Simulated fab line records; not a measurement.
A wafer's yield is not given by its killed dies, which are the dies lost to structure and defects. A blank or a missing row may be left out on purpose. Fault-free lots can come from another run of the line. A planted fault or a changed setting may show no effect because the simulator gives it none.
Which tool did it? :: flow sfqLine :: 14 lots with 42 wafers sampled at 2 steps, on a route of 325 steps

== WHAT THE GAUGES READ, wafer by wafer ==
SFQ_M0_RS_MEAS_904: uses a four-point probe to measure.
lot: L704
measured: day 7 06:49
on: filmMetro-03
M0_NB_RS (ohm/sq): 0.882 0.881 0.894

lot: L705
measured: day 7 12:49
on: filmMetro-03
M0_NB_RS (ohm/sq): 0.883 0.881 0.889

lot: L706
measured: day 7 18:47
on: filmMetro-02
M0_NB_RS (ohm/sq): 0.898 0.899 0.894

lot: L707
measured: day 8 04:23
on: filmMetro-01
M0_NB_RS (ohm/sq): 0.873 0.870 0.880

lot: L708
measured: day 8 12:47
on: filmMetro-02
M0_NB_RS (ohm/sq): 0.898 0.895 0.893

lot: L710
measured: day 9 15:44
on: filmMetro-01
M0_NB_RS (ohm/sq): 0.887 0.892 0.888

lot: L711
measured: day 10 00:10
on: filmMetro-01
M0_NB_RS (ohm/sq): 0.901 0.904 0.907

lot: L712
measured: day 10 07:28
on: filmMetro-02
M0_NB_RS (ohm/sq): 0.902 0.895 0.897

lot: L714
measured: day 11 06:15
on: filmMetro-01
M0_NB_RS (ohm/sq): 0.890 0.893 0.888

lot: L718
measured: day 11 23:11
on: filmMetro-03
M0_NB_RS (ohm/sq): 0.901 0.899 0.899

lot: L719
measured: day 12 05:25
on: filmMetro-03
M0_NB_RS (ohm/sq): 0.907 0.894 0.887

lot: L722
measured: day 13 07:43
on: filmMetro-01
M0_NB_RS (ohm/sq): 0.894 1.129 0.886

lot: L723
measured: day 13 13:43
on: filmMetro-02
M0_NB_RS (ohm/sq): 0.895 1.157 0.902

lot: L727
measured: day 15 04:06
on: filmMetro-03
M0_NB_RS (ohm/sq): 0.886 0.885 0.883

== WHICH TOOL RAN EACH LOT (tool, then ch and the chambers of the sampled wafers, then the start) ==
lot: L704
SFQ_TRILAYER_M0_DEP_SPUTTER_019: pvdSputter-06, day 7 06:41

lot: L705
SFQ_TRILAYER_M0_DEP_SPUTTER_019: pvdSputter-06, day 7 12:41

lot: L706
SFQ_TRILAYER_M0_DEP_SPUTTER_019: pvdSputter-06, day 7 18:42

lot: L707
SFQ_TRILAYER_M0_DEP_SPUTTER_019: pvdSputter-03, day 8 04:17

lot: L708
SFQ_TRILAYER_M0_DEP_SPUTTER_019: pvdSputter-06, day 8 12:42

lot: L710
SFQ_TRILAYER_M0_DEP_SPUTTER_019: pvdSputter-06, day 9 15:38

lot: L711
SFQ_TRILAYER_M0_DEP_SPUTTER_019: pvdSputter-06, day 10 00:02

lot: L712
SFQ_TRILAYER_M0_DEP_SPUTTER_019: pvdSputter-03, day 10 07:22

lot: L714
SFQ_TRILAYER_M0_DEP_SPUTTER_019: pvdSputter-05, day 11 06:10

lot: L718
SFQ_TRILAYER_M0_DEP_SPUTTER_019: pvdSputter-03, day 11 23:05

lot: L719
SFQ_TRILAYER_M0_DEP_SPUTTER_019: pvdSputter-06, day 12 05:17

lot: L722
SFQ_TRILAYER_M0_DEP_SPUTTER_019: pvdSputter-06, day 13 07:37

lot: L723
SFQ_TRILAYER_M0_DEP_SPUTTER_019: pvdSputter-06, day 13 13:37

lot: L727
SFQ_TRILAYER_M0_DEP_SPUTTER_019: pvdSputter-03, day 15 04:01
- SFQ_TRILAYER_M0_DEP_SPUTTER_019: material Nb, target thk 200 nm, time 133.3 s.

== AS READ BY THE TOOLS THEMSELVES (means over the sampled wafers that have a number; for cases with no such wafer, the mark the record gives instead) ==
SFQ_TRILAYER_M0_DEP_SPUTTER_019.
lot: L704
tool: pvdSputter-06
resputterCathodeVoltageV (V): 398
throttleValvePct (%): 29.5

lot: L705
tool: pvdSputter-06
resputterCathodeVoltageV (V): 399
throttleValvePct (%): 30.2

lot: L706
tool: pvdSputter-06
resputterCathodeVoltageV (V): 400
throttleValvePct (%): 30.0

lot: L707
tool: pvdSputter-03
resputterCathodeVoltageV (V): 396
throttleValvePct (%): 30.0

lot: L708
tool: pvdSputter-06
resputterCathodeVoltageV (V): 398
throttleValvePct (%): 29.8

lot: L710
tool: pvdSputter-06
resputterCathodeVoltageV (V): 396
throttleValvePct (%): 30.7

lot: L711
tool: pvdSputter-06
resputterCathodeVoltageV (V): 400
throttleValvePct (%): 30.8

lot: L712
tool: pvdSputter-03
resputterCathodeVoltageV (V): 401
throttleValvePct (%): 30.8

lot: L714
tool: pvdSputter-05
resputterCathodeVoltageV (V): 400
throttleValvePct (%): 29.9

lot: L718
tool: pvdSputter-03
resputterCathodeVoltageV (V): 399
throttleValvePct (%): 30.8

lot: L719
tool: pvdSputter-06
resputterCathodeVoltageV (V): 395
throttleValvePct (%): 30.8

lot: L722
tool: pvdSputter-06
resputterCathodeVoltageV (V): 399
throttleValvePct (%): 30.1

lot: L723
tool: pvdSputter-06
resputterCathodeVoltageV (V): 398
throttleValvePct (%): 29.7

lot: L727
tool: pvdSputter-03
resputterCathodeVoltageV (V): 397
throttleValvePct (%): 30.8

== THE ANSWER, worked out from the rows above alone ==
Rule: the usual values come from the lots themselves. The widest of any qualifying gaps counts: lots, ordered by their means at a reading, are off when they make up no more than a third of the lots, leave a main group of 4 or more, and stand apart from it by 3 or more times the standard deviation of that group's means. The tables above print the reading to a certain number of digits; a main group whose means all agree to those digits is not used. Also off: a lot with no number at a reading for which 4 or more lots have one. Any other lot the step has rows for is counted as sound. After the gauges, taken in route order, come the tools' own readings; for these a lot's mean is taken, as printed above. The first step at which some lot is off is used, and at that step the reading that is off furthest; a lot without a number counts as furthest.
Off: at SFQ_M0_RS_MEAS_904 (M0_NB_RS), L722, L723. Mean 0.892 ohm/sq and standard deviation 0.008 in the main group.
A tool fits if, at a process step before that reading, it ran every lot that is off, and no sound lot after the first of them. The gauges at SFQ_M0_RS_MEAS_904 are tried like those tools. One candidate fits, namely pvdSputter-06 at SFQ_TRILAYER_M0_DEP_SPUTTER_019. Its last sound lot is L719 (day 12 05:17), its first lot that is off L722 (day 13 07:37): a fault that began between those two fits.

== WHAT HAD BEEN PUT IN BY THE SIMULATOR ==
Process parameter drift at SFQ_TRILAYER_M0_DEP_SPUTTER_019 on pvdSputter-06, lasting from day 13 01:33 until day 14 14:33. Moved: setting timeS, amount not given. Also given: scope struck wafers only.
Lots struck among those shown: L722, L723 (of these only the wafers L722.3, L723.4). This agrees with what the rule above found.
